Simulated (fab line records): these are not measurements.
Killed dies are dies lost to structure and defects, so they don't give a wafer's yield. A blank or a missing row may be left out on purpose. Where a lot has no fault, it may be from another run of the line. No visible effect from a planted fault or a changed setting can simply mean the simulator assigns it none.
One fault seen from 2 desks | flow sky130 | what lay behind the numbers comes last; until then each desk has only its own

== FOR THE TOOL OWNER'S DESK: lpcvd-02 ==
The tool's own readings at SKY_SPACER_CVD_00 (deposits Si3N4 from DCS/NH3, target thk 43.1 nm, time 740 s): means of the sampled wafers that have a number, for each lot that ran on this tool. Marked OUT: a lot whose mean sits more than 4 standard deviations from the usual mean, which makes it out of limits; the brackets give that distance. It has 10 readings, of which 7 appear: the earliest out of limits, and the ones furthest out on some lot.
Columns: A = spikeTcBottomC at SKY_SPACER_CVD_00, usual 787.8 C; B = spikeTcCentreC at SKY_SPACER_CVD_00, usual 771.3 C; C = spikeTcLowerC at SKY_SPACER_CVD_00, usual 770.4 C; D = spikeTcTopC at SKY_SPACER_CVD_00, usual 782 C; E = spikeTcUpperC at SKY_SPACER_CVD_00, usual 769.0 C; F = susceptorTempC at SKY_SPACER_CVD_00, usual 770.0 C; G = zonePowerLowerPct at SKY_SPACER_CVD_00, usual 13.89 %
lot  | first seen here | A               | B               | C               | D             | E               | F                       | G
L800 | day 22 12:50    | 787.2           | 771.1           | 771.4           | 786           | 770.7           | 769.8                   | 13.81
L802 | day 23 19:10    | 788.2           | 771.8           | 769.8           | 779           | 768.4           | 770.0                   | 13.81
L801 | day 23 21:44    | 787.2           | 770.7           | 771.2           | 786           | 770.0           | 769.9                   | 13.91
L803 | day 24 03:05    | 787.6           | 769.8           | 770.8           | 786           | 770.8           | 770.4                   | 14.00
L806 | day 25 08:22    | 788.6           | 770.0           | 771.6           | 785           | 771.5           | 770.5                   | 13.98
L808 | day 25 22:51    | 787.2           | 771.3           | 771.9           | 787           | 770.7           | 769.7                   | 13.82
L811 | day 27 08:15    | 840.7 (+48) OUT | 824.2 (+55) OUT | 824.1 (+45) OUT | 838 (+16) OUT | 823.2 (+34) OUT | 823.1 (+99 or more) OUT | 15.80 (+15) OUT
L819 | day 30 03:01    | 789.3           | 770.6           | 770.4           | 779           | 768.3           | 769.8                   | 13.80
L821 | day 30 03:01    | 786.5           | 771.2           | 770.5           | 786           | 770.8           | 770.3                   | 13.82
L820 | day 30 11:44    | 787.3           | 771.2           | 770.7           | 787           | 770.6           | 769.4                   | 13.81
L822 | day 30 20:10    | 787.8           | 772.5           | 769.8           | 781           | 766.6           | 770.0                   | 13.93
L823 | day 30 23:46    | 787.0           | 771.9           | 771.5           | 785           | 770.2           | 769.7                   | 13.97
This desk finds L811 out of limits, L811 being first, at day 27 08:15 (spikeTcBottomC at SKY_SPACER_CVD_00). In limits: L800, L802, L801, L803, L806, L808, L819, L821, L820, L822, L823.

== METROLOGY DESK ==
Means of the sampled wafers that have a number, per lot and without regard to the tool the lot ran on: this is what the gauges read. Marked OUT: a lot whose mean sits more than 4 standard deviations from the usual mean, which makes it out of limits; the brackets give that distance.
Columns: A = cdNm at SKY_SONOS_TUNNEL_CD_MEAS_07, usual 409.7 nm; B = LDD_HVP_OVL at SKY_LDD_HVP_OVL_MEAS_07, usual -0.5 nm; C = SPACER_CVD_00_THK at SKY_SPACER_THK_MEAS_01, usual 42.9 nm; D = cdNm at SKY_POLY_CUT_CD_MEAS_08, usual 270.6 nm
lot  | first seen here | A     | B    | C              | D
L800 | day 11 04:11    | 407.5 | -0.2 | 43.2           | 269.3
L801 | day 12 05:28    | 412.4 | -0.8 | 43.5           | 272.3
L802 | day 12 05:44    | 410.2 | -0.6 | 42.3           | 271.3
L803 | day 12 10:58    | 408.9 | -1.3 | 43.2           | 269.5
L806 | day 13 11:11    | 407.1 | -1.9 | 42.7           | 271.4
L808 | day 13 21:44    | 411.1 | 0.8  | 43.0           | 271.7
L811 | day 15 11:40    | 412.6 | 1.0  | 75.1 (+83) OUT | -
L819 | day 18 05:28    | 406.9 | -0.5 | 42.8           | 270.7
L821 | day 18 06:04    | 408.4 | -2.9 | 43.1           | 272.1
L820 | day 18 17:52    | 410.1 | -1.4 | 43.4           | 270.2
L822 | day 19 04:46    | 412.3 | -0.6 | 42.3           | 270.4
L823 | day 19 05:41    | 408.6 | -0.4 | 43.2           | 270.5
This desk's result: L811 out of limits, first on L811 (SPACER_CVD_00_THK at SKY_SPACER_THK_MEAS_01), day 27 09:29. In limits: L800, L801, L802, L803, L806, L808, L819, L821, L820, L822, L823.

== BROUGHT TOGETHER ==
On L811, at day 27 08:15, an alarm was possible from the tool owner's desk.
An alarm was possible from the metrology desk at day 27 09:29, on L811.
All the named lots went through SKY_SPACER_CVD_00 on lpcvd-02.

== WHAT WAS PUT IN BY THE SIMULATOR ==
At SKY_SPACER_CVD_00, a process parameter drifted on lpcvd-02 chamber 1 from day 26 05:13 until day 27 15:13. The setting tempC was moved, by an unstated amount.
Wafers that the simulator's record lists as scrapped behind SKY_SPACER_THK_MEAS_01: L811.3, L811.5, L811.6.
Struck lots among those shown: L811.
Time in hours from fault onset to the first out-of-limits reading at each desk: tool owner's desk 27, metrology desk 28.
